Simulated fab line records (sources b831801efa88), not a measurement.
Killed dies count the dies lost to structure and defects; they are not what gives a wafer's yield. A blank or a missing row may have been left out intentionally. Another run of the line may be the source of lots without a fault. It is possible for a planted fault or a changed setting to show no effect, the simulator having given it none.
Which tool was responsible? :: flow sfq-line :: 7 lots, 21 wafers sampled, at 2 steps of a route of 325

WHAT EACH GAUGE READ, for each wafer
SFQ_M3_RS_MEAS_919: the measuring method here is four-point-probe.
lot: L905
measured: day 40 23:22
on: film-metro-01
M3_NB_RS (ohm/sq): 0.893 0.890 0.887

lot: L908
measured: day 42 06:37
on: film-metro-03
M3_NB_RS (ohm/sq): 0.895 0.878 0.891

lot: L910
measured: day 43 21:47
on: film-metro-03
M3_NB_RS (ohm/sq): 0.902 0.894 0.888

lot: L915
measured: day 44 20:37
on: film-metro-02
M3_NB_RS (ohm/sq): 0.881 1.523 0.878

lot: L922
measured: day 49 02:45
on: film-metro-01
M3_NB_RS (ohm/sq): 0.894 0.889 0.900

lot: L925
measured: day 51 05:35
on: film-metro-01
M3_NB_RS (ohm/sq): 0.884 0.888 0.874

lot: L927
measured: day 51 16:25
on: film-metro-01
M3_NB_RS (ohm/sq): 0.882 0.879 0.888

EACH LOT AND THE TOOL THAT RAN IT (in order: tool; ch and the chambers of the sampled wafers; start)
lot: L905
SFQ_TRILAYER_M3_DEP_SPUTTER_073: pvd-sputter-06, day 40 23:17

lot: L908
SFQ_TRILAYER_M3_DEP_SPUTTER_073: pvd-sputter-06, day 42 06:29

lot: L910
SFQ_TRILAYER_M3_DEP_SPUTTER_073: pvd-sputter-04, day 43 21:41

lot: L915
SFQ_TRILAYER_M3_DEP_SPUTTER_073: pvd-sputter-04, day 44 20:29

lot: L922
SFQ_TRILAYER_M3_DEP_SPUTTER_073: pvd-sputter-06, day 49 02:36

lot: L925
SFQ_TRILAYER_M3_DEP_SPUTTER_073: pvd-sputter-03, day 51 05:29

lot: L927
SFQ_TRILAYER_M3_DEP_SPUTTER_073: pvd-sputter-06, day 51 16:17
- SFQ_TRILAYER_M3_DEP_SPUTTER_073: material Nb, target thk 200 nm, time 133.3 s.

THE ANSWER, worked out from the rows above alone
Rule: the lots themselves supply what counts as usual. The widest of any qualifying gaps counts: lots, ordered by their means at a reading, are off when they make up no more than a third of the lots, leave a main group of 4 or more, and stand apart from it by 3 or more times the standard deviation of that group's means. If all means in a main group match to the digits the tables above print for the reading, that group is not used. Also off: a lot with no number at a reading for which 4 or more lots have one. Any other lot the step has rows for is counted as sound.
Off: L915, seen at SFQ_M3_RS_MEAS_919 (M3_NB_RS). The main group: mean 0.889 ohm/sq, standard deviation 0.0049.
A tool fits if, at a process step before that reading, it ran every lot that is off, and no sound lot after the first of them. The gauges at SFQ_M3_RS_MEAS_919 are tried like those tools. 2 tools fit, pvd-sputter-04 at SFQ_TRILAYER_M3_DEP_SPUTTER_073 and film-metro-02 at SFQ_M3_RS_MEAS_919, so this cannot tell which one it is.

WHAT THE SIMULATOR HAD PUT IN
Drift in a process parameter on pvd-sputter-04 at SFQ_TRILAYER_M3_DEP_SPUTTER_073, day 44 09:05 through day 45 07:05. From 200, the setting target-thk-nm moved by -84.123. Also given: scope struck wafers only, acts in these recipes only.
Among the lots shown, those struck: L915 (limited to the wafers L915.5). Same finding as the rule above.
